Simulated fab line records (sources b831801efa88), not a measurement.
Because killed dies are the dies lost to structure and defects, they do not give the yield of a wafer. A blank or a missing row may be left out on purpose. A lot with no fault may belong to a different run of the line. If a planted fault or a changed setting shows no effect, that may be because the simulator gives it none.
Comparing a struck lot with a sound one	flow sky130	17 steps out of a route of 708
Sound: wafers L453.1, L453.4, L453.6. Struck: wafer L468.2; the same lot's L468.3 was not struck, so it is left out; see the end for the cause.
Per side, at each step with rows, come the tool, then ch with its chambers, and then its first start. Under that, the readings that differ: sound wafers	struck wafers	difference of the means	sigmas: that difference in standard deviations of wafers without a fault.
alike: words and numbers the same on both sides, and readings whose means are apart by under 2 such deviations; not compared: readings that were withheld, readings missing a value for some wafer, numbers with overlapping values and no deviation given by the record, and bounds like >300 which may hide the same value.
A row with sigmas, a row that says differs or no value, or rows on one side alone: a step with any of these is where the two part. When numbers do not overlap yet have no deviation, they are printed without sigmas and do not part them. A reading that every wafer of one side lacks parts them only if that side has two wafers or more.

first, 6 steps without rows for these wafers: SKY_LDD_N_IMPLANT_10; SKY_LDD_N_IMPLANT_11; SKY_LDD_N_IMPLANT_12; SKY_LDD_N_IMPLANT_13; SKY_LDD_N_IMPLANT_14; SKY_LDD_N_IMPLANT_15.
SKY_LDD_N_STRIP_16: strips in O2/N2.
  sound on plasma_asher-03 ch 0, day 19 23:02; struck on plasma_asher-01 ch 0, day 25 15:07
  alike: drypump_motor_current_A, oes_product_au, strip_time_to_endpoint_s
  not compared: rf_hours_counter_h
SKY_LDD_N_TW_MEAS_17:
  struck on film_metro-04, day 25 15:14; sound on film_metro-01, day 19 23:08
  alike: LDD_N_TW
then, 4 steps without rows for these wafers: SKY_LDD_P_DEHYDRATE_00 (time 60 s); SKY_LDD_P_HMDS_01 (prime time 60 s); SKY_LDD_P_COAT_02 (resist thk 1140 nm); SKY_LDD_P_SOFTBAKE_03 (time 60 s).
SKY_LDD_P_EXPOSE_04: exposes mask PSDM, target cd 380 nm.
  sound on iline_stepper-02 ch 0, day 20 14:11; struck on iline_stepper-02 ch 0, day 26 06:14
  alike: mask
then, 2 steps without rows for these wafers: SKY_LDD_P_PEB_05; SKY_LDD_P_DEVELOP_06 (develop time 60 s).
SKY_LDD_P_CD_MEAS_07: target cd 380 nm.
  struck on cd_sem-02, day 26 20:19; sound on cd_sem-01, day 21 05:44
reading	sound	struck	difference	sigmas
cd_nm (nm)	378.3 377.9 378.0	356.9	-21.2	-11
SKY_LDD_P_OVL_MEAS_08:
  struck on overlay-02, day 26 20:26; sound on overlay-02, day 21 05:51
  alike: LDD_P_OVL

== WHERE THEY PART ==
SKY_LDD_P_CD_MEAS_07 only, going by this record. Later steps at which nothing parts them and some readings are alike: SKY_LDD_P_OVL_MEAS_08.

WHY: the cause the simulator had injected
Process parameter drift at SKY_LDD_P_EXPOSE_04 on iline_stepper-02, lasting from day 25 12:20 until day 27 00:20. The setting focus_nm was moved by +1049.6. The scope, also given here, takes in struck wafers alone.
